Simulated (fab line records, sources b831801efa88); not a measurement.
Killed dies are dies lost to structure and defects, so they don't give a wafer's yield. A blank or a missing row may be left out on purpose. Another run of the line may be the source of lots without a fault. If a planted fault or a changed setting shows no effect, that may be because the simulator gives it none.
fab line records | flow sky130
record: lots: 12 | wafers: 36 | lastDay: 50
route steps=708 shown PWDE@52 VT_ADJUST_LVTN@117 POLY_GATE@235 LDD_HVN@275
lots untouched by any fault: they come from a run of this same line in which no faults occurred
startH: hours from the record's first day to the start of the lot's first wafer shown | waitH: how many hours have passed since the lot's step before this one | " the same as in the row above | L1.1+2: one row covering several wafers at once | - no value present, or no start provided | * or withheld: withheld | < > ~ a bound
route shown NAME@n: names a module that has steps shown in the file, with the first one's number in the route | usual: mean/standard deviation of fault-free wafers | same: alike in all rows | chamber/n: place in a boat | sites: readings site by site | _std_site: the standard deviation of these | _edge_site: inner sites' mean taken away from outer sites' mean | radiusMm: for every site, how far away it sits from the centre of the wafer | mask NAME#n: copy n | behind: the last tool/chamber to shape the wafer | hold: why the lot went on hold/how many hours it stayed there/how the hold came to an end | device: the transistor (n, p or np) that didn't switch | end of line: the tests these same wafers got at the end of their route | a step with no rows: only its recipe | killed: dies lost to structure and defects at the first sort, not the wafer's yield | map: the dies of a wafer, with x for killed, . for not killed, _ for no die there
set.NAME: setting as actually run; set.NAME@STEP: the setting as run at that earlier step | model.NAME: the simulator's own value behind a step, which no gauge read
a sample of lots followed through the steps of the route, with each step as a table and each wafer as a row
services: from which hour (startH, from the record's first day; less than 0 if before it) a tool's chamber was out of use, for how many hours, and why
== steps ==
step: SKY_PWDE_OVL_MEAS_07
usual: PWDE_OVL: -0.7/1.2
lot.wafer | tool       | chamber | startH | waitH | PWDE_OVL[nm]
L324.4    | overlay-01 | -       | 74.77  | -     | -0.6
L324.5    | "          | -       | "      | "     | -1.5
L324.6    | "          | -       | "      | "     | -2.4
L325.1    | overlay-02 | -       | 80.30  | -     | -0.4
L325.4    | "          | -       | "      | "     | -1.7
L325.6    | "          | -       | "      | "     | -1.5
L327.2    | overlay-01 | -       | 92.66  | -     | -1.3
L327.5    | "          | -       | "      | "     | -1.2
L327.6    | "          | -       | "      | "     | -0.3
L328.4    | overlay-01 | -       | 98.02  | -     | -0.6
L328.5    | "          | -       | "      | "     | 0.9
L328.6    | "          | -       | "      | "     | -0.1
L330.1    | overlay-02 | -       | 107.75 | -     | -2.5
L330.2    | "          | -       | "      | "     | -0.9
L330.6    | "          | -       | "      | "     | -3.3
L332.2    | overlay-02 | -       | 118.19 | -     | -2.1
L332.3    | "          | -       | "      | "     | -2.0
L332.6    | "          | -       | "      | "     | -0.2
L338.1    | overlay-01 | -       | 153.53 | -     | 0.6
L338.2    | "          | -       | "      | "     | 0.3
L338.5    | "          | -       | "      | "     | -1.1
L340.1    | overlay-02 | -       | 169.75 | -     | -1.0
L340.3    | "          | -       | "      | "     | -2.5
L340.5    | "          | -       | "      | "     | -1.7
L342.1    | overlay-01 | -       | 181.70 | -     | -1.3
L342.4    | "          | -       | "      | "     | -3.4
L342.5    | "          | -       | "      | "     | -2.5
L343.1    | overlay-02 | -       | 183.23 | -     | 1.4
L343.4    | "          | -       | "      | "     | -0.1
L343.5    | "          | -       | "      | "     | 0.5
L344.1    | overlay-02 | -       | 189.10 | -     | 0.2
L344.2    | "          | -       | "      | "     | -0.7
L344.4    | "          | -       | "      | "     | -1.7
L346.2    | overlay-02 | -       | 198.95 | -     | -1.4
L346.4    | "          | -       | "      | "     | -0.3
L346.5    | "          | -       | "      | "     | -2.0
step: SKY_VT_ADJUST_LVTN_STRIP_20
recipe: chemistry: O2/N2 | powerW: 1400 | pressureMtorr: 1500 | platenTempC: withheld | o2FlowSccm: 3000 | n2FlowSccm: 300 | overashFraction: 0.5
usual: drypumpMotorCurrentA: 5.7/0.41 | oesProductAu: 0.715/0.0044 | stripTimeToEndpointS: 14.07/0.037
same: overashFraction: 0.5
lot.wafer | tool           | chamber | startH | waitH | drypumpMotorCurrentA | oesProductAu | rfHoursCounterH | stripTimeToEndpointS
L324.4    | plasmaAsher-04 | 1       | 170.27 | 0.1   | 5.7                  | 0.721        | -               | 14.05
L324.5    | "              | 0       | "      | "     | 5.3                  | 0.714        | -               | 13.99
L324.6    | "              | 1       | "      | "     | 5.7                  | 0.722        | -               | 14.04
L325.1    | plasmaAsher-04 | 1       | 177.83 | 0.1   | 5.7                  | 0.722        | 36              | 14.09
L325.4    | "              | 0       | "      | "     | 5.3                  | 0.708        | -               | 14.06
L325.6    | "              | 1       | "      | "     | 5.7                  | 0.720        | -               | 14.04
L327.2    | plasmaAsher-01 | 0       | 191.98 | 0.1   | 6.3                  | 0.710        | 50              | 14.05
L327.5    | "              | 0       | "      | "     | 6.3                  | 0.716        | -               | 14.05
L327.6    | "              | 1       | "      | "     | 5.2                  | 0.716        | -               | 13.99
L328.4    | plasmaAsher-04 | 0       | 198.54 | 0.1   | 5.3                  | 0.714        | -               | 14.06
L328.5    | "              | 0       | "      | "     | 5.3                  | 0.717        | -               | 14.04
L328.6    | "              | 1       | "      | "     | 5.7                  | 0.710        | -               | 14.05
L330.1    | plasmaAsher-03 | 0       | 211.47 | 0.1   | 5.9                  | 0.712        | 52              | 14.08
L330.2    | "              | 1       | "      | "     | 6.1                  | 0.718        | 52              | 14.07
L330.6    | "              | 1       | "      | "     | 6.1                  | 0.717        | -               | 14.09
L332.2    | plasmaAsher-01 | 0       | 223.43 | 0.1   | 6.3                  | 0.714        | 53              | 14.07
L332.3    | "              | 0       | "      | "     | 6.3                  | 0.726        | -               | 14.13
L332.6    | "              | 1       | "      | "     | 5.2                  | 0.710        | -               | 14.11
L338.1    | plasmaAsher-03 | 0       | 265.53 | 0.1   | 5.9                  | 0.710        | 57              | 14.10
L338.2    | "              | 1       | "      | "     | 6.1                  | 0.720        | 57              | 14.12
L338.5    | "              | 1       | "      | "     | 6.1                  | 0.718        | -               | 14.14
L340.1    | plasmaAsher-04 | 0       | 285.18 | 0.1   | 5.3                  | 0.719        | 47              | 14.07
L340.3    | "              | 1       | "      | "     | 5.7                  | 0.716        | -               | 14.11
L340.5    | "              | 1       | "      | "     | 5.7                  | 0.716        | -               | 14.07
L342.1    | plasmaAsher-01 | 0       | 300.43 | 0.1   | 6.3                  | 0.711        | 61              | 14.07
L342.4    | "              | 0       | "      | "     | 6.3                  | 0.716        | -               | 14.08
L342.5    | "              | 0       | "      | "     | 6.3                  | 0.714        | -               | 14.08
L343.1    | plasmaAsher-04 | 0       | 300.55 | 0.1   | 5.3                  | 0.725        | 48              | 14.09
L343.4    | "              | 0       | "      | "     | 5.3                  | 0.716        | -               | 14.07
L343.5    | "              | 1       | "      | "     | 5.7                  | 0.715        | -               | 14.05
L344.1    | plasmaAsher-03 | 1       | 309.93 | 0.1   | 6.1                  | 0.719        | 62              | 14.11
L344.2    | "              | 0       | "      | "     | 5.9                  | 0.726        | 62              | 14.07
L344.4    | "              | 1       | "      | "     | 6.1                  | 0.720        | -               | 14.07
L346.2    | plasmaAsher-01 | 0       | 320.75 | 0.1   | 6.3                  | 0.710        | 63              | 14.07
L346.4    | "              | 0       | "      | "     | 6.3                  | 0.716        | -               | 13.97
L346.5    | "              | 0       | "      | "     | 6.3                  | 0.714        | -               | 14.02
step: SKY_POLY_GATE_THK_MEAS_21
recipe: reads: SiO2_of_POLY_GATE_OXIDATION_20
usual: POLY_GATE_OXIDATION_THK: 3.97/0.083
lot.wafer | tool         | chamber | startH | waitH | POLY_GATE_OXIDATION_THK[nm]
L324.4    | filmMetro-01 | -       | 388.65 | 0.0   | 3.89
L324.5    | "            | -       | "      | "     | 3.88
L324.6    | "            | -       | "      | "     | 3.92
L325.1    | filmMetro-03 | -       | 389.48 | 0.0   | 4.09
L325.4    | "            | -       | "      | "     | 4.10
L325.6    | "            | -       | "      | "     | 4.12
L327.2    | filmMetro-01 | -       | 417.89 | 0.0   | 3.96
L327.5    | "            | -       | "      | "     | 3.88
L327.6    | "            | -       | "      | "     | 3.93
L328.4    | filmMetro-03 | -       | 426.67 | 0.0   | 3.86
L328.5    | "            | -       | "      | "     | 3.79
L328.6    | "            | -       | "      | "     | 3.90
L330.1    | filmMetro-03 | -       | 441.77 | 0.0   | 4.05
L330.2    | "            | -       | "      | "     | 4.03
L330.6    | "            | -       | "      | "     | 3.93
L332.2    | filmMetro-02 | -       | 461.72 | 0.0   | 3.99
L332.3    | "            | -       | "      | "     | 3.97
L332.6    | "            | -       | "      | "     | 4.03
L338.1    | filmMetro-03 | -       | 506.41 | 0.0   | 3.93
L338.2    | "            | -       | "      | "     | 3.87
L338.5    | "            | -       | "      | "     | 3.86
L340.1    | filmMetro-01 | -       | 536.43 | 0.0   | 3.84
L340.3    | "            | -       | "      | "     | 3.92
L340.5    | "            | -       | "      | "     | 3.85
L342.1    | filmMetro-03 | -       | 543.17 | 0.0   | 4.04
L342.4    | "            | -       | "      | "     | 4.03
L342.5    | "            | -       | "      | "     | 4.01
L343.1    | filmMetro-03 | -       | 545.34 | 0.0   | 4.08
L343.4    | "            | -       | "      | "     | 4.08
L343.5    | "            | -       | "      | "     | 4.09
L344.1    | filmMetro-01 | -       | 556.06 | 0.0   | 3.93
L344.2    | "            | -       | "      | "     | 3.98
L344.4    | "            | -       | "      | "     | 3.96
L346.2    | filmMetro-03 | -       | 573.63 | 0.0   | 4.17
L346.4    | "            | -       | "      | "     | 4.01
L346.5    | "            | -       | "      | "     | 4.15
step: SKY_LDD_HVN_IMPLANT_08
recipe: species: P | energyKev: 60 | doseCm2: 3e+13 | tiltDeg: 40
usual: doseIonsCm2: 2.999e+13/3.1e+10 | faradayCurrentUA: 169/3.3
lot.wafer | tool         | chamber | startH | waitH | doseIonsCm2 | faradayCurrentUA
L324.4    | implanter-01 | 0       | 481.21 | 0.1   | 2.994e+13   | 167
L324.5    | "            | 0       | "      | "     | 3.001e+13   | 169
L324.6    | "            | 0       | "      | "     | 2.998e+13   | 168
L325.1    | implanter-04 | 0       | 481.91 | 0.0   | 3.001e+13   | 167
L325.4    | "            | 0       | "      | "     | 3.006e+13   | 172
L325.6    | "            | 0       | "      | "     | 3.002e+13   | 171
L327.2    | implanter-03 | 0       | 510.11 | 0.0   | 2.996e+13   | 171
L327.5    | "            | 0       | "      | "     | 3e+13       | 171
L327.6    | "            | 0       | "      | "     | 3.003e+13   | 171
L328.4    | implanter-03 | 0       | 518.99 | 0.1   | 2.999e+13   | 175
L328.5    | "            | 0       | "      | "     | 3.002e+13   | 170
L328.6    | "            | 0       | "      | "     | 2.999e+13   | 167
L330.1    | implanter-01 | 0       | 535.43 | 0.0   | 3.006e+13   | 173
L330.2    | "            | 0       | "      | "     | 2.999e+13   | 167
L330.6    | "            | 0       | "      | "     | 3.002e+13   | 166
L332.2    | implanter-01 | 0       | 554.89 | 0.0   | 2.998e+13   | 173
L332.3    | "            | 0       | "      | "     | 2.998e+13   | 173
L332.6    | "            | 0       | "      | "     | 2.999e+13   | 168
L338.1    | implanter-01 | 0       | 599.50 | 0.0   | 3.405e+13   | 197
L338.2    | "            | 0       | "      | "     | 3.401e+13   | 196
L338.5    | "            | 0       | "      | "     | 3.4e+13     | 190
L340.1    | implanter-01 | 0       | 627.45 | 0.0   | 3.398e+13   | 191
L340.3    | "            | 0       | "      | "     | 3.4e+13     | 191
L340.5    | "            | 0       | "      | "     | 3.397e+13   | 192
L342.1    | implanter-03 | 0       | 634.45 | 0.0   | 2.995e+13   | 165
L342.4    | "            | 0       | "      | "     | 3.001e+13   | 170
L342.5    | "            | 0       | "      | "     | 3.002e+13   | 166
L343.1    | implanter-03 | 0       | 636.60 | 0.0   | 2.997e+13   | 173
L343.4    | "            | 0       | "      | "     | 3e+13       | 159
L343.5    | "            | 0       | "      | "     | 3.005e+13   | 168
L344.1    | implanter-04 | 0       | 645.46 | 0.0   | 3.004e+13   | 172
L344.2    | "            | 0       | "      | "     | 3.006e+13   | 165
L344.4    | "            | 0       | "      | "     | 3.004e+13   | 168
L346.2    | implanter-03 | 0       | 662.44 | 0.0   | 3e+13       | 169
L346.4    | "            | 0       | "      | "     | 3.002e+13   | 164
L346.5    | "            | 0       | "      | "     | 3.002e+13   | 169
step: SKY_LDD_HVN_TW_MEAS_10
usual: LDD_HVN_TW: 1439/19
lot.wafer | tool         | chamber | startH | waitH | LDD_HVN_TW
L324.4    | filmMetro-01 | -       | 481.41 | 0.1   | 1448
L324.5    | "            | -       | "      | "     | 1443
L324.6    | "            | -       | "      | "     | 1450
L325.1    | filmMetro-01 | -       | 482.16 | 0.1   | 1441
L325.4    | "            | -       | "      | "     | 1443
L325.6    | "            | -       | "      | "     | 1445
L327.2    | filmMetro-03 | -       | 510.34 | 0.1   | 1418
L327.5    | "            | -       | "      | "     | 1414
L327.6    | "            | -       | "      | "     | 1415
L328.4    | filmMetro-02 | -       | 519.19 | 0.1   | 1444
L328.5    | "            | -       | "      | "     | 1435
L328.6    | "            | -       | "      | "     | 1438
L330.1    | filmMetro-02 | -       | 535.68 | 0.1   | 1437
L330.2    | "            | -       | "      | "     | 1440
L330.6    | "            | -       | "      | "     | 1447
L332.2    | filmMetro-02 | -       | 555.12 | 0.1   | 1456
L332.3    | "            | -       | "      | "     | 1449
L332.6    | "            | -       | "      | "     | 1446
L338.1    | filmMetro-01 | -       | 599.75 | 0.1   | 1527
L338.2    | "            | -       | "      | "     | 1523
L338.5    | "            | -       | "      | "     | 1521
L340.1    | filmMetro-02 | -       | 627.70 | 0.1   | 1502
L340.3    | "            | -       | "      | "     | 1508
L340.5    | "            | -       | "      | "     | 1506
L342.1    | filmMetro-03 | -       | 634.70 | 0.1   | 1414
L342.4    | "            | -       | "      | "     | 1410
L342.5    | "            | -       | "      | "     | 1417
L343.1    | filmMetro-03 | -       | 636.85 | 0.1   | 1404
L343.4    | "            | -       | "      | "     | 1405
L343.5    | "            | -       | "      | "     | 1407
L344.1    | filmMetro-02 | -       | 645.71 | 0.1   | 1442
L344.2    | "            | -       | "      | "     | 1440
L344.4    | "            | -       | "      | "     | 1443
L346.2    | filmMetro-03 | -       | 662.67 | 0.1   | 1406
L346.4    | "            | -       | "      | "     | 1415
L346.5    | "            | -       | "      | "     | 1408
== services ==
tool           | chamber | startH | hours | kind
implanter-01   | -       | 157.12 | 7.8   | repair
plasmaAsher-01 | -       | 159.98 | 0.5   | repair
implanter-04   | -       | 181.99 | 3.3   | pm
implanter-03   | -       | 185.34 | 0.8   | repair
implanter-03   | -       | 191.56 | 2.5   | pm
implanter-04   | -       | 240.36 | 1.3   | repair
plasmaAsher-04 | -       | 311.88 | 2.5   | repair
plasmaAsher-04 | -       | 318.23 | 2.8   | pm
implanter-04   | -       | 341.64 | 2.8   | repair
plasmaAsher-04 | -       | 389.90 | 2.7   | repair
implanter-01   | -       | 414.37 | 4.4   | repair
plasmaAsher-01 | -       | 421.25 | 9.0   | pm
plasmaAsher-04 | -       | 422.75 | 0.9   | repair
plasmaAsher-04 | -       | 436.12 | 1.6   | repair
implanter-04   | -       | 463.52 | 2.4   | repair
implanter-03   | -       | 494.49 | 1.8   | repair
implanter-04   | -       | 499.63 | 3.0   | repair
plasmaAsher-03 | -       | 529.27 | 11.5  | repair
implanter-03   | -       | 541.24 | 30.4  | repair
implanter-04   | -       | 583.60 | 5.3   | pm
implanter-01   | -       | 596.49 | 1.7   | repair
implanter-01   | -       | 608.08 | 3.3   | pm
plasmaAsher-04 | -       | 615.03 | 3.9   | repair
plasmaAsher-01 | -       | 636.09 | 1.2   | repair
== key ==
firstSign: step: SKY_LDD_HVN_IMPLANT_08 | reading: doseIonsCm2 | direction: up | sigmas: 99+ | usual: * | struck: *
effect: step: SKY_LDD_HVN_IMPLANT_08 | reading: faradayCurrentUA | direction: up | sigmas: 7.2 | usual: 169 | struck: 193
effect: step: SKY_LDD_HVN_TW_MEAS_10 | reading: LDD_HVN_TW | direction: up | sigmas: 4.1 | usual: 1439 | struck: 1514
metAt SKY_LDD_HVN_IMPLANT_08
struckLots L338,L340
testerLeftOut L338,L340
notActingAt SKY_PWDE_OVL_MEAS_07,SKY_VT_ADJUST_LVTN_STRIP_20,SKY_POLY_GATE_THK_MEAS_21
onsetBetween 554.89 599.50
fault: kind: processParameterDrift | tool: implanter-01 | chamber: - | onsetH: 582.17 | steps: SKY_LDD_HVN_IMPLANT_08 | channel: doseCm2 | offset: * | shape: step | endH: 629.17 | actsIn: * | stated: *
testerLeftOut: of these lots the tester's yield and bins aren't shown, on N5 and GAA mostly nor the transistor test; their killed dies are dies lost to structure and defects alone, not to doping, threshold or leakage, so they don't give the yield
